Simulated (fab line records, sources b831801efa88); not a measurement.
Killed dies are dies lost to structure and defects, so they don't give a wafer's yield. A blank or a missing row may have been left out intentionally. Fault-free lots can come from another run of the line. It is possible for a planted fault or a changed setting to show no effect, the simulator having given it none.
The tool behind it: which one?    flow gf180mcu    11 lots with 33 wafers sampled at 7 steps, on a route of 602 steps

== WHAT THE GAUGES READ, wafer by wafer ==
GF_M4_RS_MEAS_05: measures by four-point-probe. Usual: M4_ALCU_RS typically reads 0.0696 ohm/sq, with standard deviation 0.00066.
lot   measured      on            M4_ALCU_RS (ohm/sq)   flag
L579  day 22 13:20  filmMetro-03  0.0704 0.0699 0.0702  
L581  day 23 13:04  filmMetro-02  0.0698 0.0692 0.0693  
L582  day 23 23:28  filmMetro-02  0.0696 0.0694 0.0693  
L583  day 24 04:38  filmMetro-02  0.0694 0.0702 0.0706  
L589  day 26 14:02  filmMetro-02  0.0699 0.0698 0.0362  OFF
L594  day 27 21:53  filmMetro-03  0.0689 0.0690 0.0690  
L596  day 28 08:46  filmMetro-02  0.0695 0.0697 0.0691  
L597  day 28 17:13  filmMetro-01  0.0696 0.0694 0.0696  
L598  day 28 21:40  filmMetro-01  0.0699 0.0697 0.0700  
L600  day 29 13:00  filmMetro-01  0.0691 0.0695 0.0696  
L602  day 29 21:09  filmMetro-03  0.0687 0.0683 0.0690  

GF_M4_THK_MEAS_06: measures by xrf. Usual: M4_ALCU_THK typically reads 455 nm, with standard deviation 6.
lot   measured      on            M4_ALCU_THK (nm)  flag
L579  day 22 13:26  filmMetro-03  445 449 448       
L581  day 23 13:10  filmMetro-02  451 456 453       
L582  day 23 23:34  filmMetro-02  453 452 453       
L583  day 24 04:44  filmMetro-02  454 446 446       
L589  day 26 14:08  filmMetro-02  453 451 869       OFF
L594  day 27 21:59  filmMetro-03  457 458 456       
L596  day 28 08:53  filmMetro-02  453 449 456       
L597  day 28 17:20  filmMetro-01  462 463 462       
L598  day 28 21:47  filmMetro-01  460 460 460       
L600  day 29 13:07  filmMetro-01  461 459 461       
L602  day 29 21:16  filmMetro-03  459 460 457       

GF_MIM_RS_MEAS_10: measures by four-point-probe. Usual: MIM_ALCU_RS typically reads 0.1599 ohm/sq, with standard deviation 0.0019.
lot   measured      on            MIM_ALCU_RS (ohm/sq)  flag
L579  day 24 15:02  filmMetro-02  0.1592 0.1585 0.1574  
L581  day 25 12:17  filmMetro-02  0.1613 0.1582 0.1586  
L582  day 25 22:28  filmMetro-03  0.1589 0.1617 0.1609  
L583  day 26 02:59  filmMetro-03  0.1616 0.1628 0.1633  
L589  day 28 09:16  filmMetro-04  0.1603 0.1589         
L594  day 29 15:39  filmMetro-03  0.1624 0.1618 0.1604  
L596  day 30 02:23  filmMetro-03  0.1565 0.1582 0.1589  
L597  day 30 10:00  filmMetro-03  0.1594 0.1570 0.1592  
L598  day 30 15:24  filmMetro-02  0.1566 0.1593 0.1578  
L600  day 31 05:45  filmMetro-03  0.1647 0.1614 0.1623  
L602  day 31 13:40  filmMetro-03  0.1608 0.1593 0.1623  

GF_V5_THK_MEAS_01. Usual: V5_CVD_00_THK typically reads 299 nm, with standard deviation 3.3.
lot   measured      on            V5_CVD_00_THK (nm)  flag
L579  day 26 10:47  filmMetro-02  293 290 294         
L581  day 27 07:29  filmMetro-02  298 292 301         
L582  day 27 16:55  filmMetro-01  295 295 296         
L583  day 27 21:26  filmMetro-04  294 301 298         
L589  day 30 00:17  filmMetro-02  307 301             
L594  day 31 06:14  filmMetro-01  299 297 298         
L596  day 31 15:53  filmMetro-04  292 296 294         
L597  day 31 23:27  filmMetro-04  299 303 301         
L598  day 32 03:29  filmMetro-01  305 304 301         
L600  day 32 16:46  filmMetro-01  295 295 296         
L602  day 33 00:47  filmMetro-02  299 300 299         

== WHICH TOOL RAN EACH LOT (tool, then ch and the chambers of the sampled wafers, then the start) ==
lot   GF_V2_SPUTTER_21             GF_M4_SPUTTER_02             GF_M4_METAL_ETCH_16
L579  pvdSputter-01, day 20 08:55  pvdSputter-03, day 22 13:12  rieMetal-01 ch 0,1, day 23 12:18
L581  pvdSputter-03, day 21 10:23  pvdSputter-03, day 23 12:56  rieMetal-01 ch 0,1, day 24 11:23
L582  pvdSputter-03, day 21 20:55  pvdSputter-03, day 23 23:21  rieMetal-01 ch 1, day 24 21:45
L583  pvdSputter-02, day 22 03:19  pvdSputter-02, day 24 04:31  rieMetal-03 ch 0,1, day 25 02:47
L589  pvdSputter-03, day 24 15:44  pvdSputter-02, day 26 13:55  rieMetal-01 ch 0,1, day 27 10:33
L594  pvdSputter-01, day 26 00:33  pvdSputter-03, day 27 21:46  rieMetal-03 ch 0,1, day 28 17:17
L596  pvdSputter-02, day 26 12:13  pvdSputter-04, day 28 08:40  rieMetal-02 ch 0,1, day 29 03:50
L597  pvdSputter-03, day 26 21:24  pvdSputter-03, day 28 17:07  rieMetal-02 ch 0, day 29 11:54
L598  pvdSputter-02, day 26 23:56  pvdSputter-04, day 28 21:34  rieMetal-02 ch 0,1, day 29 17:09
L600  pvdSputter-03, day 27 17:50  pvdSputter-03, day 29 12:55  rieMetal-01 ch 0,1, day 30 08:05
L602  pvdSputter-02, day 28 03:17  pvdSputter-03, day 29 21:04  rieMetal-01 ch 0,1, day 30 16:02
- GF_V2_SPUTTER_21: material Ti, target thk 15 nm, time 80.02 s.
- GF_M4_SPUTTER_02: material AlCu, target thk 450 nm, time 23.9 s.
- GF_M4_METAL_ETCH_16: etches the open film in Cl2/BCl3, stops on SiO2, target depth 750.8 nm, time 125.1 s.

== WHAT THE TOOLS THEMSELVES READ (means of the sampled wafers that have a number; where no wafer has one, the mark that the record gives instead) ==
GF_V2_SPUTTER_21. Usual: throttleValvePct 30.4 %, standard deviation 1.3.
lot   tool           throttleValvePct (%)  flag
L579  pvdSputter-01  31.5                  
L581  pvdSputter-03  29.3                  
L582  pvdSputter-03  29.9                  
L583  pvdSputter-02  29.4                  
L589  pvdSputter-03  29.6                  
L594  pvdSputter-01  31.2                  
L596  pvdSputter-02  28.9                  
L597  pvdSputter-03  30.4                  
L598  pvdSputter-02  29.6                  
L600  pvdSputter-03  30.6                  
L602  pvdSputter-02  29.0                  

GF_M4_SPUTTER_02. Usual: throttleValvePct 29.9 %, standard deviation 0.82.
lot   tool           throttleValvePct (%)  flag
L579  pvdSputter-03  30.6                  
L581  pvdSputter-03  30.3                  
L582  pvdSputter-03  29.5                  
L583  pvdSputter-02  29.9                  
L589  pvdSputter-02  29.5                  
L594  pvdSputter-03  29.8                  
L596  pvdSputter-04  30.1                  
L597  pvdSputter-03  30.1                  
L598  pvdSputter-04  30.1                  
L600  pvdSputter-03  29.8                  
L602  pvdSputter-03  29.7                  

GF_M4_METAL_ETCH_16. Usual: drypumpMotorCurrentA 5.8 A, standard deviation 0.39; oesProductAu 0.991 a.u., standard deviation 0.0061; throttleValvePct 28.230 %, standard deviation 0.0099.
lot   tool         drypumpMotorCurrentA (A)  oesProductAu (a.u.)  throttleValvePct (%)  flag
L579  rieMetal-01  5.8                       0.992                28.223                
L581  rieMetal-01  5.8                       0.990                28.218                
L582  rieMetal-01  5.8                       0.990                28.241                
L583  rieMetal-03  5.2                       0.989                28.228                
L589  rieMetal-01  5.8                       1.001                28.213                
L594  rieMetal-03  5.4                       0.982                28.229                
L596  rieMetal-02  6.1                       0.987                28.231                
L597  rieMetal-02  5.9                       0.988                28.225                
L598  rieMetal-02  6.0                       0.987                28.233                
L600  rieMetal-01  5.8                       0.991                28.221                
L602  rieMetal-01  5.8                       0.996                28.226                

== THE ANSWER, worked out from the rows above alone ==
Rule: a lot is off if the mean of its wafers that have a number lies more than 3 standard deviations from the usual mean. A lot without any number at a reading at which 4 lots or more have one is off too. The other lots that the step has rows for count as sound. Order of review: gauges by route order, followed by the tools' own readings, for which a lot's mean as printed above is used. At the first step where some lot is off, the reading lying furthest off is the one used; lots without a number count as furthest.
Off: at GF_M4_RS_MEAS_05 (M4_ALCU_RS), L589.
If a tool, at a process step before that reading, ran all the lots that are off and no sound lot after the first of them, it fits. Those tools and the gauges at GF_M4_RS_MEAS_05 are tried in the same way. One candidate fits, namely pvdSputter-02 at GF_M4_SPUTTER_02. Its last sound lot is L583 (day 24 04:31), its first lot that is off L589 (day 26 13:55): a fault that began between those two fits.

== WHAT HAD BEEN PUT IN BY THE SIMULATOR ==
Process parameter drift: pvdSputter-02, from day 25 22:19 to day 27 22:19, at GF_M4_SPUTTER_02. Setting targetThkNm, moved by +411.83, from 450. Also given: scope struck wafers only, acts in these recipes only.
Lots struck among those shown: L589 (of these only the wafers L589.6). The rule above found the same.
